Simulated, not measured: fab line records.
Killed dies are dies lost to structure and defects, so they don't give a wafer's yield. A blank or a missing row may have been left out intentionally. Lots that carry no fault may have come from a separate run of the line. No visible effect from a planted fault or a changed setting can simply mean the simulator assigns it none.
Comparing a struck lot with a sound one + flow sky130 + 18 steps out of a route of 708
Sound: the wafers L720.2, L720.3, L720.6. Wafers struck: L723.1, L723.2, L723.3. At the end, the cause is stated.
For every step that has rows: the tool of each side, followed by ch and its chambers, followed by its first start. Under that, the readings that differ: sound wafers + struck wafers + difference of the means + sigmas: that difference in standard deviations of wafers without a fault.
alike: same words and numbers on both sides, and readings whose means sit less than 2 such deviations apart. not compared: any withheld reading, any reading some wafer has no value for, any bound like >300 that may hide the same value, and any number with overlapping values for which the record gives no deviation.
A row with sigmas, a row that says differs or no value, or rows on one side alone: a step with any of these is where the two part. Numbers that don't overlap but have no deviation are shown without sigmas and don't part them. Lack of a reading on every wafer of one side parts them only where that side has two or more wafers.

SKY_METAL5_STRIP_16: strips in O2/N2.
  sound on plasma asher-01 ch 0,1, day 45 09:07; struck on plasma asher-03 ch 0,1, day 45 19:55
  alike: drypump motor current A, oes product au, strip time to endpoint s
  not compared: rf hours counter h
then, 3 steps without rows for these wafers: SKY_METAL5_STRIP_17 (strips in post etch residue remover, time 1200 s); SKY_METAL5_CLEAN_18 (cleans in IPA, time 180 s); SKY_METAL5_CLEAN_19 (cleans in O3/DIW).
SKY_PASSIVATION_CVD_00: deposits SiO2, target thk 90 nm.
  sound on pecvd-01 ch 1,2, day 45 09:42; struck on pecvd-04 ch 0,1,2, day 45 20:50
  alike: heater power w
SKY_PASSIVATION_THK_MEAS_01:
  struck on film metro-01, day 45 20:52; sound on film metro-01, day 45 09:44
  alike: PASSIVATION_CVD_00_THK
SKY_PASSIVATION_CVD_02: deposits Si3N4, target thk 540 nm.
  sound on pecvd-04 ch 0,1, day 45 09:47; struck on pecvd-01 ch 0,1,2, day 45 20:56
  alike: heater power w
SKY_PASSIVATION_THK_MEAS_03:
  struck on film metro-02, day 45 21:09; sound on film metro-04, day 45 10:01
  alike: PASSIVATION_CVD_02_THK
then, 4 steps without rows for these wafers: SKY_PASSIVATION_DEHYDRATE_04 (time 60 s); SKY_PASSIVATION_HMDS_05 (prime time 60 s); SKY_PASSIVATION_COAT_06 (resist thk 3000 nm); SKY_PASSIVATION_SOFTBAKE_07.
SKY_PASSIVATION_EXPOSE_08: exposes mask NSM, target cd 3000 nm.
  sound on iline stepper-02 ch 0, day 45 20:30; struck on iline stepper-02 ch 0, day 46 08:15
| reading              | sound                | struck               | difference | sigmas |
|----------------------|----------------------|----------------------|------------|--------|
| exposure dose mJ cm2 | 259.79 259.73 259.82 | 278.42 278.43 278.32 | +18.61     | +74    |
  alike: mask
then, 2 steps without rows for these wafers: SKY_PASSIVATION_PEB_09; SKY_PASSIVATION_DEVELOP_10 (develop time 60 s).
SKY_PASSIVATION_ETCH_11: etches the open film in CF4/O2, stops on AlCu, target depth 725 nm, time 161.1 s.
  sound on rie diel-03 ch 1,2,3, day 46 07:37; struck on rie diel-02 ch 1,2,3, day 46 18:03
| reading                      | sound          | struck         | difference | sigmas |
|------------------------------|----------------|----------------|------------|--------|
| model.PASSIVATION.cd nm (nm) | 3010 2999 3010 | 3013 3012 3012 | +6         |        |
  alike: O2_flow_sccm, drypump motor current A, oes product au, throttle valve pct
  not compared: rf hours counter h
SKY_PASSIVATION_STRIP_12: strips in O2/N2.
  sound on plasma asher-04 ch 1, day 46 07:43; struck on plasma asher-01 ch 0,1, day 46 18:09
  alike: drypump motor current A, oes product au, strip time to endpoint s
  not compared: rf hours counter h
SKY_PAD_OPEN_PROBE_99:
  struck on prober-01, day 47 17:28; sound on prober-01, day 47 07:26
| reading                                | sound                         | struck                        | difference | sigmas |
|----------------------------------------|-------------------------------|-------------------------------|------------|--------|
| model.etest.nfet_16v.r on ohm um       | 1.396e+04 1.395e+04 1.402e+04 | 1.325e+04 1.326e+04 1.328e+04 | -7.133e+02 |        |
| model.etest.pfet g5v0d10v5.r on ohm um | 4778 4825 4779                | 4554 4573 4549                | -235       |        |
| model.etest.tip sonos.rs ohm sq        | 2595 2619 2666                | 2483 2491 2478                | -143       |        |
| model.etest.nfet g5v0d10v5.r on ohm um | 1882 1910 1903                | 1790 1836 1794                | -92        |        |
| model.etest.nfet g5v0d10v5.drive ua um | 608.8 606.6 601.6             | 665.2 659.3 668.6             | +58.7      |        |
| model.etest.nfet_05v0_nvt.drive ua um  | 574.2 581.2 577               | 622.6 621.1 630.7             | +47.3      |        |
| model.etest.pfet g5v0d10v5.drive ua um | 342.9 339.1 339.5             | 362.7 365.4 368.7             | +25.1      |        |
| model.etest.nfet_16v.drive ua um       | 223 224.7 222.4               | 244.9 245.4 248.3             | +22.8      |        |
  alike: killed_at_M0_to_M3, killed_at_M4_up, killed at contacts, killed at front end, killed at other, killed dies, killed open, killed short

## WHERE THEY PART
Only at SKY_PASSIVATION_EXPOSE_08, within this record. Later steps at which nothing parts them and some readings are alike: SKY_PASSIVATION_ETCH_11, SKY_PASSIVATION_STRIP_12, SKY_PAD_OPEN_PROBE_99.

WHY: whatever the simulator had introduced
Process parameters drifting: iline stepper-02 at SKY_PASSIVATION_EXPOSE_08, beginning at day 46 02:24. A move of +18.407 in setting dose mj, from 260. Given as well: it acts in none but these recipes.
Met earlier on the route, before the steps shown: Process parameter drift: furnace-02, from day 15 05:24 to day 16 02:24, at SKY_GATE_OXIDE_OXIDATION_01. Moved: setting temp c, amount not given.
